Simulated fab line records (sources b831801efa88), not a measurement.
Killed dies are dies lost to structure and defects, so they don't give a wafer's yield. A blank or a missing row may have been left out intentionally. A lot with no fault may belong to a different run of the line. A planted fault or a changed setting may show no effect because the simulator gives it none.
Which tool was responsible? / flow gf180mcu / 6 lots with 18 wafers sampled at 2 steps, on a route of 602 steps

WHAT THE GAUGES READ, wafer by wafer
GF_MVPSD_TW_MEAS_11.
lot=L327; measured=day 5 18:42; on=film-metro-04; MVPSD_TW=550.0 551.5 552.7
lot=L330; measured=day 6 19:46; on=film-metro-02; MVPSD_TW=553.5 555.1 554.9
lot=L334; measured=day 7 17:22; on=film-metro-04; MVPSD_TW=550.1 551.8 547.3
lot=L339; measured=day 8 16:41; on=film-metro-04; MVPSD_TW=686.7 686.7 689.6
lot=L342; measured=day 9 09:48; on=film-metro-04; MVPSD_TW=547.1 548.3 548.2
lot=L345; measured=day 10 01:45; on=film-metro-04; MVPSD_TW=549.6 547.7 550.3

WHICH TOOL RAN EACH LOT (tool, then ch and the chambers of the sampled wafers, then the start)
lot=L327; GF_MVPSD_IMPLANT_09=implanter-04 ch 0, day 5 18:26
lot=L330; GF_MVPSD_IMPLANT_09=implanter-01 ch 0, day 6 19:32
lot=L334; GF_MVPSD_IMPLANT_09=implanter-04 ch 0, day 7 17:07
lot=L339; GF_MVPSD_IMPLANT_09=implanter-04 ch 0, day 8 16:26
lot=L342; GF_MVPSD_IMPLANT_09=implanter-02 ch 0, day 9 09:33
lot=L345; GF_MVPSD_IMPLANT_09=implanter-02 ch 0, day 10 01:31
- GF_MVPSD_IMPLANT_09

THE ANSWER, worked out from the rows above alone
Rule: what is usual is taken from the lots themselves. The widest of any qualifying gaps counts: lots, ordered by their means at a reading, are off when they make up no more than a third of the lots, leave a main group of 4 or more, and stand apart from it by 3 or more times the standard deviation of that group's means. The tables above print the reading to a certain number of digits; a main group whose means all agree to those digits is not used. Also off: a lot with no number at a reading for which 4 or more lots have one. All remaining lots with rows at the step are treated as sound.
Off: at GF_MVPSD_TW_MEAS_11 (MVPSD_TW), L339. The main group has a mean of 550.5 with a standard deviation of 2.3.
A tool fits if, at a process step before that reading, it ran every lot that is off, and no sound lot after the first of them. Those tools and the gauges at GF_MVPSD_TW_MEAS_11 are tried in the same way. One fits: implanter-04 at GF_MVPSD_IMPLANT_09. A fault onset in the window from L334 (day 7 17:07, its last sound lot) to L339 (day 8 16:26, its first lot off) fits.

WHAT HAD BEEN PUT IN BY THE SIMULATOR
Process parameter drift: implanter-04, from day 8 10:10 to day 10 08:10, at GF_MVPSD_IMPLANT_09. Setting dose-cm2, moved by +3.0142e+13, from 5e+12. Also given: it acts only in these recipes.
Struck lots among those shown: L339. The rule given above showed the same thing.
